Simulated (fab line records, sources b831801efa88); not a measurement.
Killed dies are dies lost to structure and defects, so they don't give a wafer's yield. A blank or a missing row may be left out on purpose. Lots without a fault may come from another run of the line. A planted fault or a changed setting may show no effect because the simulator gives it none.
One fault seen from 2 desks | flow gf180mcu | each desk has only its own numbers; what lay behind them comes last

THE TOOL OWNER'S DESK: litho_track-01
The tool's own readings at GF_MVPSD_HMDS_01 (prime time 60 s): means of the sampled wafers that have a number, for each lot that ran on this tool. A lot is out of limits, marked OUT, if its mean lies more than 4 standard deviations from the usual mean; the brackets give that distance.
Columns: A = prime_temp_c at GF_MVPSD_HMDS_01, usual 119.96 C; B = resist_line_temp_C at GF_MVPSD_HMDS_01, usual 23.00 C
lot  | first seen here | A                | B
L667 | day 5 09:27     | 119.93           | 22.94
L669 | day 5 21:52     | 120.04           | 22.94
L671 | day 6 10:53     | 119.98           | 23.01
L674 | day 7 09:11     | 119.78           | 22.86
L678 | day 8 07:59     | 124.37 (+32) OUT | 22.96
L681 | day 8 22:05     | 124.32 (+31) OUT | 22.89
This desk's finding: out of limits on L678, L681; first on L678, day 8 07:59 (prime_temp_c at GF_MVPSD_HMDS_01). In limits: L667, L669, L671, L674.

THE METROLOGY DESK
What the gauges read, lot by lot, whatever tool the lot ran on: means of the sampled wafers that have a number. A lot is out of limits, marked OUT, if its mean lies more than 4 standard deviations from the usual mean; the brackets give that distance.
Columns: A = STI_CVD_03_THK at GF_STI_THK_MEAS_04, usual 207.0 nm; B = LVPWELL_OVL at GF_LVPWELL_OVL_MEAS_07, usual -0.5 nm; C = MVSD_OVL at GF_MVSD_OVL_MEAS_07, usual 0.5 nm
lot  | first seen here | A     | B    | C
L664 | day 1 13:40     | 209.1 | 0.5  | 0.3
L667 | day 2 04:46     | 205.2 | -2.6 | 0.6
L668 | day 2 10:58     | 205.2 | -1.2 | 0.7
L669 | day 2 14:37     | 208.4 | -2.2 | -0.4
L670 | day 2 19:34     | 206.2 | 0.3  | 0.1
L671 | day 3 01:02     | 206.5 | -0.6 | -0.9
L672 | day 3 05:34     | 208.0 | -1.0 | 0.3
L674 | day 3 16:10     | 207.3 | 0.2  | 0.6
L678 | day 4 14:11     | 207.6 | -0.2 | 1.2
L680 | day 4 23:10     | 205.6 | -0.2 | 1.5
L681 | day 5 02:35     | 207.7 | -0.5 | 0.5
L685 | day 5 22:34     | 209.6 | -1.2 | -0.8
L686 | day 6 04:34     | 204.2 | -2.7 | 2.7
L687 | day 6 09:33     | 207.0 | 0.9  | 2.0
This desk's finding: nothing out of limits on any of the 14 lots.

PUT TOGETHER
The tool owner's desk could have raised an alarm at day 8 07:59, on L678, L681.
The metrology desk saw nothing out of limits.
The metrology desk has L678, L681 on record, within its limits.
Of the lots named, all ran GF_MVPSD_HMDS_01 on litho_track-01.

WHAT THE SIMULATOR HAD PUT IN
Process parameter drift: litho_track-01, from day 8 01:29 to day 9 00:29, at GF_MVPSD_HMDS_01. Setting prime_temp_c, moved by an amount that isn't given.
Lots struck among those shown: L678, L681.
Hours from the fault's start to each desk's first reading out of limits: the tool owner's desk, 6.
